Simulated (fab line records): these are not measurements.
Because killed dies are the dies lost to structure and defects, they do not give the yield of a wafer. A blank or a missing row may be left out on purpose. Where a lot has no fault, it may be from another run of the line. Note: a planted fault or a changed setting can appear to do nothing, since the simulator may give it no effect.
fab line records	flow sky130
[record] lots = 5	wafers = 14	last-day = 49
route steps=708 shown METAL5@679 PASSIVATION@681
lots that met no fault: taken from a fault-free run of the same line
start-h: start of the lot's first displayed wafer, in hours after the record's first day	wait-h: hours from the lot's prior step to this one	" unchanged from the row above	L1.1+2: one row covering several wafers at once	- no value, or no start was given	* or withheld: withheld	< > ~ a bound
route shown NAME@n: a module of which the file shows steps, and the number in the route of the first	usual: average and standard deviation across the fault-free wafers	same: alike in all rows	chamber/n: place in a boat	sites: readings site by site	_std_site: how widely they spread, as a standard deviation	_edge_site: outer sites' mean less inner sites'	radius-mm: for every site, how far away it sits from the centre of the wafer	mask NAME#n: copy n	behind: the last tool/chamber to shape the wafer	hold: the reason the lot was held/the length of the hold in hours/how it ended	device: names the non-switching transistor (n, p or np)	end of line: tests run on the same wafers once the route is complete	where a step has no rows: the recipe by itself	killed: the dies lost at the first sort to structure and to defects; this is not the yield of the wafer	map: dies across one wafer; x = killed, . = not, _ = none there
set.NAME: the setting the step ran with; set.NAME@STEP: the setting that earlier step ran with	model.NAME: the simulator's own value behind a step, which no gauge read
a table for each step, a row for each wafer; lots at some steps of the route
services: a tool's chamber out of use, with start hour (start-h, from the record's first day; less than 0 if before it), hours out, and reason
[[steps]]
[step SKY_METAL5_CLEAN_18]
[recipe] chemistry = IPA	time-s = 180	temp-c = 25
[step SKY_METAL5_CLEAN_19]
[recipe] chemistry = O3/DIW	dry = n2-spin
[step SKY_PASSIVATION_CVD_00]
[recipe] material = SiO2	target-thk-nm = 90	temp-c = 400	time-s = withheld	rf-w = 600
[usual] heater-power-w = 636/81	rf-fwd-power-W = 590/3.5
lot.wafer	tool	chamber	start-h	wait-h	heater-power-w	rf-fwd-power-W
L291.2	pecvd-04	2	1042.75	0.0	744	590
L291.4	"	1	"	"	717	588
L291.6	"	0	"	"	662	588
L292.2	pecvd-04	1	1055.56	0.0	665	582
L292.3	"	2	"	"	595	590
L292.4	"	0	"	"	604	586
L300.2	pecvd-04	1	1102.85	0.0	730	584
L300.5	"	0	"	"	711	588
L306.1	pecvd-03	1	1130.21	0.0	755	594
L306.5	"	1	"	"	600	595
L306.6	"	1	"	"	605	596
L309.1	pecvd-02	0	1149.61	0.0	505	590
L309.2	"	1	"	"	659	593
L309.3	"	2	"	"	642	593
[step SKY_PASSIVATION_THK_MEAS_01]
[recipe] reads = SiO2_of_PASSIVATION_CVD_00
[usual] PASSIVATION_CVD_00_THK = 89.6/1.5
lot.wafer	tool	chamber	start-h	wait-h	PASSIVATION_CVD_00_THK[nm]
L291.2	film-metro-02	-	1042.78	-	88.8
L291.4	"	-	"	"	88.6
L291.6	"	-	"	"	90.7
L292.2	film-metro-04	-	1055.60	-	87.8
L292.3	"	-	"	"	89.1
L292.4	"	-	"	"	91.3
L300.2	film-metro-03	-	1102.88	-	87.2
L300.5	"	-	"	"	91.1
L306.1	film-metro-03	-	1130.27	-	89.8
L306.5	"	-	"	"	92.5
L306.6	"	-	"	"	90.8
L309.1	film-metro-04	-	1149.63	-	89.6
L309.2	"	-	"	"	90.0
L309.3	"	-	"	"	89.4
[step SKY_PASSIVATION_CVD_02]
[recipe] material = Si3N4	target-thk-nm = 540	temp-c = 400	time-s = withheld	rf-w = 450
[usual] heater-power-w = 688/89	rf-fwd-power-W = 449.2/1.2
lot.wafer	tool	chamber	start-h	wait-h	heater-power-w	rf-fwd-power-W
L291.2	pecvd-03	1	1042.83	0.0	769	449.8
L291.4	"	0	"	"	750	449.0
L291.6	"	2	"	"	507	446.6
L292.2	pecvd-02	1	1055.65	0.0	637	451.0
L292.3	"	2	"	"	670	450.4
L292.4	"	1	"	"	693	447.6
L300.2	pecvd-02	0	1102.93	0.0	518	448.2
L300.5	"	2	"	"	551	450.6
L306.1	pecvd-04	2	1130.33	0.1	746	449.3
L306.5	"	0	"	"	757	447.4
L306.6	"	2	"	"	753	449.4
L309.1	pecvd-03	0	1149.69	0.1	786	448.6
L309.2	"	1	"	"	763	448.6
L309.3	"	2	"	"	625	444.3
[step SKY_PASSIVATION_THK_MEAS_03]
[recipe] reads = Si3N4_of_PASSIVATION_CVD_02
[usual] PASSIVATION_CVD_02_THK = 541/7.9
lot.wafer	tool	chamber	start-h	wait-h	PASSIVATION_CVD_02_THK[nm]
L291.2	film-metro-04	-	1043.07	-	541
L291.4	"	-	"	"	543
L291.6	"	-	"	"	554
L292.2	film-metro-02	-	1055.88	-	543
L292.3	"	-	"	"	544
L292.4	"	-	"	"	546
L300.2	film-metro-02	-	1103.17	-	547
L300.5	"	-	"	"	547
L306.1	film-metro-02	-	1130.56	-	541
L306.5	"	-	"	"	542
L306.6	"	-	"	"	549
L309.1	film-metro-03	-	1149.91	-	533
L309.2	"	-	"	"	526
L309.3	"	-	"	"	535
[step SKY_PASSIVATION_DEHYDRATE_04]
[recipe] temp-c = 200	time-s = 60
[step SKY_PASSIVATION_HMDS_05]
[recipe] prime-time-s = 60	prime-temp-c = 120
[step SKY_PASSIVATION_COAT_06]
[recipe] spin-rpm = 2000	resist-thk-nm = 3000
[step SKY_PASSIVATION_SOFTBAKE_07]
[recipe] temp-c = 110	time-s = withheld
[step SKY_PASSIVATION_EXPOSE_08]
[recipe] mask-id = NSM	target-cd-nm = 3000	na = 0.57	dose-mj = 260
[step SKY_PASSIVATION_PEB_09]
[recipe] temp-c = 115	time-s = withheld
[step SKY_PASSIVATION_DEVELOP_10]
[recipe] develop-time-s = 60	dev-temp-c = 23
lot.wafer	tool	chamber	start-h	wait-h
L291.2+4+6	litho-track-01	0	1064	-
L292.2+3+4	litho-track-02	0	1077	-
L300.2+5	litho-track-01	0	1123	-
L306.1+5+6	litho-track-02	0	1149	-
L309.1+2+3	litho-track-03	0	1167	-
[step SKY_PASSIVATION_ETCH_11]
[recipe] chemistry = CF4/O2	target-depth-nm = 725	stop-on = AlCu	source-w = 800	bias-w = 150	pressure-mtorr = 150	cf4-flow-sccm = 80	O2_flow_sccm = 10	time-s = 161.1
[usual] chamber-pressure-mTorr = 150.00/0.15	drypump-motor-current-A = 5.9/0.36	oes-product-au = 0.977/0.0078	rf-fwd-power-W = 796.7/2.6	throttle-valve-pct = 5.964/0.0085
lot.wafer	tool	chamber	start-h	wait-h	chamber-pressure-mTorr	drypump-motor-current-A	oes-product-au	rf-fwd-power-W	rf-hours-counter-h	throttle-valve-pct	model.PASSIVATION.cd-nm
L291.2	rie-diel-04	3	1064.84	-	150.21	5.9	0.989	796.0	8	5.958	2995
L291.4	"	0	"	"	150.24	6.0	0.983	797.1	13	5.950	2990
L291.6	"	1	"	"	150.08	6.4	0.988	800.4	-	5.968	2989
L292.2	rie-diel-02	0	1077.81	-	149.95	5.2	0.975	797.6	28	5.972	2978
L292.3	"	1	"	"	149.84	5.6	0.977	800.6	11	5.967	2987
L292.4	"	1	"	"	150.01	5.6	0.980	795.7	-	5.959	2991
L300.2	rie-diel-02	1	1123.24	-	150.22	5.6	0.985	798.6	14	5.976	2972
L300.5	"	0	"	"	149.81	5.2	0.981	797.5	-	5.984	2987
L306.1	rie-diel-04	2	1149.46	-	149.93	6.1	0.973	795.4	7	5.961	2996
L306.5	"	3	"	"	149.99	5.9	0.985	798.9	-	5.949	3014
L306.6	"	2	"	"	150.10	6.1	0.971	797.1	-	5.962	2997
L309.1	rie-diel-04	1	1167.95	-	149.95	6.3	0.970	799.2	9	5.970	3007
L309.2	"	3	"	"	150.03	5.9	0.963	799.9	11	5.975	3007
L309.3	"	2	"	"	149.98	6.1	0.968	794.8	8	5.953	2996
[step SKY_PASSIVATION_STRIP_12]
[recipe] chemistry = O2/N2	power-w = 1400	pressure-mtorr = 1500	platen-temp-c = withheld	overash-fraction = 0.7	o2-flow-sccm = 3000	n2-flow-sccm = 300
[usual] chamber-pressure-mTorr = 1500.1/1.4	drypump-motor-current-A = 5.46/0.2	oes-product-au = 0.661/0.0043	strip-time-to-endpoint-s = 31.54/0.16
lot.wafer	tool	chamber	start-h	wait-h	chamber-pressure-mTorr	drypump-motor-current-A	oes-product-au	rf-hours-counter-h	strip-time-to-endpoint-s
L291.2	plasma-asher-03	0	1064.95	0.1	1497.7	5.30	0.666	63	31.47
L291.4	"	0	"	"	1501.7	5.30	0.669	-	31.66
L291.6	"	1	"	"	1498.5	5.68	0.661	-	31.55
L292.2	plasma-asher-03	0	1077.92	0.1	1501.6	5.29	0.661	65	31.66
L292.3	"	0	"	"	1501.8	5.28	0.660	-	31.78
L292.4	"	1	"	"	1502.7	5.68	0.660	-	31.64
L300.2	plasma-asher-03	0	1123.35	0.1	1502.3	5.29	0.654	69	31.49
L300.5	"	1	"	"	1503.2	5.68	0.659	-	31.53
L306.1	plasma-asher-03	0	1149.57	0.1	1498.7	5.29	0.655	72	31.69
L306.5	"	1	"	"	1499.5	5.70	0.657	-	31.55
L306.6	"	0	"	"	1499.6	5.28	0.659	-	31.74
L309.1	plasma-asher-04	1	1168.06	0.1	1500.5	5.67	0.661	8	31.49
L309.2	"	0	"	"	1499.1	5.14	0.658	8	31.23
L309.3	"	1	"	"	1500.6	5.64	0.666	-	31.74
[[services]]
tool	chamber	start-h	hours	kind
rie-diel-04	2	1037.73	9.1	repair
rie-diel-04	1	1045.96	9.5	repair
pecvd-03	1	1046.14	2.1	scheduled-down
plasma-asher-04	-	1055.25	9.0	pm
plasma-asher-04	0	1055.25	9.0	vent-cycle
plasma-asher-04	1	1055.25	9.0	vent-cycle
pecvd-04	-	1056.27	1.8	repair
rie-diel-02	0	1062.78	2.4	repair
pecvd-04	2	1063.67	2.1	scheduled-down
rie-diel-02	-	1069.28	2.8	pm
rie-diel-02	2	1074.61	9.4	repair
pecvd-04	1	1089.23	7.1	repair
rie-diel-02	0	1091.88	9.8	repair
pecvd-04	0	1097.26	2.1	scheduled-down
rie-diel-02	0	1101.72	-	clean
rie-diel-02	0	1101.72	13.6	scheduled-down
rie-diel-02	0	1101.72	13.6	vent-cycle
plasma-asher-04	-	1105.69	16.1	repair
rie-diel-04	1	1107.77	2.5	repair
pecvd-03	2	1116.82	2.1	scheduled-down
pecvd-03	0	1127.73	6.3	repair
pecvd-03	2	1128.71	5.5	scheduled-down
rie-diel-04	3	1145.99	1.3	repair
rie-diel-02	2	1158.89	6.4	repair
[[key]]
first-sign none at tools or gauges
[model-effect] step = SKY_PASSIVATION_ETCH_11	value = PASSIVATION.cd-nm	without = 2987	struck = 2972
met-at SKY_PASSIVATION_DEVELOP_10
struck-wafers L300.2
onset-between 1064 1123
[fault] kind = process-parameter-drift	tool = litho-track-01	chamber = -	onset-h = 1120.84	steps = SKY_PASSIVATION_DEVELOP_10	channel = develop-time-s	offset = *	shape = step	end-h = 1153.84	scope = struck-wafers-only	acts-in = *	stated = *
